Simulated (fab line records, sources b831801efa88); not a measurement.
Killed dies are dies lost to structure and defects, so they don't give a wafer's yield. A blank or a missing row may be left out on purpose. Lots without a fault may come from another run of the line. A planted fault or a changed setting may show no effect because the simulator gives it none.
A struck lot beside a sound one | flow gf180mcu | 36 steps out of a route of 602
Sound: wafers L298.1, L298.2, L298.5. Struck: wafer L293.5. (L293.1, L293.4 of the same lot were not struck and are left out.) The cause comes at the end.
At each step with rows: each side's tool, then ch and its chambers, then its first start. Under that, the readings that differ: sound wafers | struck wafers | difference of the means | sigmas: that difference in standard deviations of wafers without a fault.
alike: readings whose means differ by less than 2 such deviations, and words and numbers that are the same on both sides. not compared: withheld readings, readings that some wafer has no value for, bounds like >300 that may hide the same value, and numbers for which the record gives no deviation and whose values overlap.
The two part at a step that has a row with sigmas, a row that says differs or no value, or rows on one side only. Numbers that don't overlap but have no deviation are shown without sigmas and don't part them. A reading that every wafer of one side lacks parts them only if that side has two wafers or more.

first, 2 steps without rows for these wafers: GF_M3_PEB_12 (peb time 90 s); GF_M3_DEVELOP_13 (develop time 60 s).
GF_M3_CD_MEAS_14: target cd 280 nm.
  sound on cd_sem-01, day 25 19:40; struck on cd_sem-01, day 24 02:43
  alike: cd_nm
GF_M3_OVL_MEAS_15:
  sound on overlay-01, day 25 19:47; struck on overlay-02, day 24 02:50
  alike: M3_OVL
then, 1 step without rows for these wafers: GF_M3_METAL_ETCH_16 (etches the open film in Cl2/BCl3, stops on SiO2, target depth 750.8 nm, time 125.1 s).
GF_M3_STRIP_17: strips in O2/N2.
  sound on plasma_asher-03 ch 0,1, day 25 19:56; struck on plasma_asher-03 ch 1, day 24 03:13
  alike: drypump_motor_current_A, heater_power_w, oes_product_au, strip_time_to_endpoint_s
  not compared: rf_hours_counter_h
then, 3 steps without rows for these wafers: GF_M3_STRIP_18 (strips in post etch residue remover, time 1200 s); GF_M3_CLEAN_19 (cleans in DIW); GF_V3_CVD_00 (deposits SiO2, target thk 600 nm, time 100 s).
GF_V3_THK_MEAS_01:
  sound on film_metro-02, day 25 20:33; struck on film_metro-02, day 24 03:49
  alike: V3_CVD_00_THK
then, 1 step without rows for these wafers: GF_V3_CVD_02 (deposits SiO2 from TEOS, target thk 850 nm, time 94.851 s).
GF_V3_THK_MEAS_03:
  sound on film_metro-01, day 25 20:41; struck on film_metro-01, day 24 03:57
  alike: V3_CVD_02_THK
GF_V3_CMP_04: polishes SiO2.
  sound on cmp-01 ch 0,1, day 25 20:44; struck on cmp-02 ch 2, day 24 04:04
  reading                             | sound             | struck | difference | sigmas
  time_to_endpoint_s (s)              | 77 77 79          | 108    | +30        | +8
  model.SiO2_of_V3_CVD_02.thk_nm (nm) | 633.1 631.5 631.3 | 712.4  | +80.4      |
  alike: motor_current_A
GF_V3_BOW_MEAS_05:
  sound on film_metro-04, day 25 21:02; struck on film_metro-02, day 24 04:36
  not compared: hold, V3_BOW
then, 7 steps without rows for these wafers: GF_V3_HMDS_07 (prime time 60 s); GF_V3_COAT_08; GF_V3_COAT_09 (resist thk 1000 nm); GF_V3_SOFTBAKE_10 (time 60 s); GF_V3_EXPOSE_11 (exposes mask Via3, target cd 260 nm); GF_V3_PEB_12 (peb time 90 s); GF_V3_DEVELOP_13 (develop time 60 s).
GF_V3_CD_MEAS_14: target cd 260 nm.
  sound on cd_sem-01, day 26 17:31; struck on cd_sem-01, day 25 01:43
  reading    | sound             | struck | difference | sigmas
  cd_nm (nm) | 257.9 259.3 258.3 | 261.0  | +2.5       | +2
GF_V3_OVL_MEAS_15:
  sound on overlay-02, day 26 17:38; struck on overlay-02, day 25 01:50
  alike: V3_OVL
GF_V3_ETCH_16: etches BARC in N2/H2.
  sound on rie_diel-02 ch 0,2, day 26 17:40; struck on rie_diel-03 ch 0, day 25 01:52
  alike: bias_w, drypump_motor_current_A, oes_product_au, throttle_valve_pct
GF_V3_ETCH_17: etches SiO2 in C4F8/O2/Ar, stops on TiN, target depth 635 nm.
  sound on rie_diel-02 ch 0,2; struck on rie_diel-03 ch 0
  reading                        | sound             | struck | difference | sigmas
  oes_product_au (a.u.)          | 0.860 0.859 0.857 | 0.915  | +0.056     | +11
  model.V3.feature_depth_nm (nm) | 633.1 631.5 631.3 | 712.4  | +80.4      |
  model.etch.depth_nm (nm)       | 633.1 631.5 631.3 | 712.4  | +80.4      |
  alike: bias_w
then, 3 steps without rows for these wafers: GF_V3_STRIP_18 (strips in O2/N2); GF_V3_STRIP_19 (strips in post etch residue remover, time 1200 s); GF_V3_CLEAN_20 (cleans in DIW).
GF_V3_SPUTTER_21: material Ti, target thk 15 nm, time 80.02 s.
  sound on pvd_sputter-02, day 26 18:20; struck on pvd_sputter-01, day 25 02:38
  reading                | sound          | struck | difference | sigmas
  throttle_valve_pct (%) | 29.1 30.9 30.1 | 28.3   | -1.7       | -2
GF_V3_SPUTTER_22: material TiN, target thk 10 nm, time 40 s.
  sound on pvd_sputter-02, day 26 18:24; struck on pvd_sputter-01, day 25 02:41
  alike: throttle_valve_pct
GF_V3_CVD_23: deposits W, target thk 350 nm, time 104.9 s.
  sound on cvd_w-01 ch 0,1, day 26 18:26; struck on cvd_w-01 ch 0, day 25 02:44
  alike: heater_power_w
  not compared: since_wet_clean_h
GF_V3_RS_MEAS_24: measures by four-point-probe.
  sound on film_metro-02, day 26 18:33; struck on film_metro-02, day 25 02:50
  alike: V3_W_RS
GF_V3_THK_MEAS_25: measures by xrf.
  sound on film_metro-02, day 26 18:40; struck on film_metro-02, day 25 02:58
  alike: V3_W_THK
GF_V3_CMP_26: polishes, stops on SiO2, t overpolish 15 s, target thk 0 nm.
  sound on cmp-02 ch 0,1,3, day 26 18:47; struck on cmp-01 ch 2, day 25 03:01
  reading                             | sound             | struck | difference | sigmas
  model.SiO2_of_V3_CVD_02.thk_nm (nm) | 629.3 627.7 627.5 | 708.7  | +80.5      |
  alike: motor_current_A
then, 1 step without rows for these wafers: GF_M4_SPUTTER_00 (material Ti, target thk 37.5 nm, time 150 s).
GF_PASSIVATION_PROBE_99:
  the record has rows for the sound wafers here (prober-01, day 32 14:17) and none for the struck ones

WHERE THEY PART
First at GF_V3_CMP_04; last, within this record, at GF_PASSIVATION_PROBE_99.

WHY: what the simulator had put in
Process parameter drift: cmp-02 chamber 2, from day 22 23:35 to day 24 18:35, at GF_V3_CMP_04. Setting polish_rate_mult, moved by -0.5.
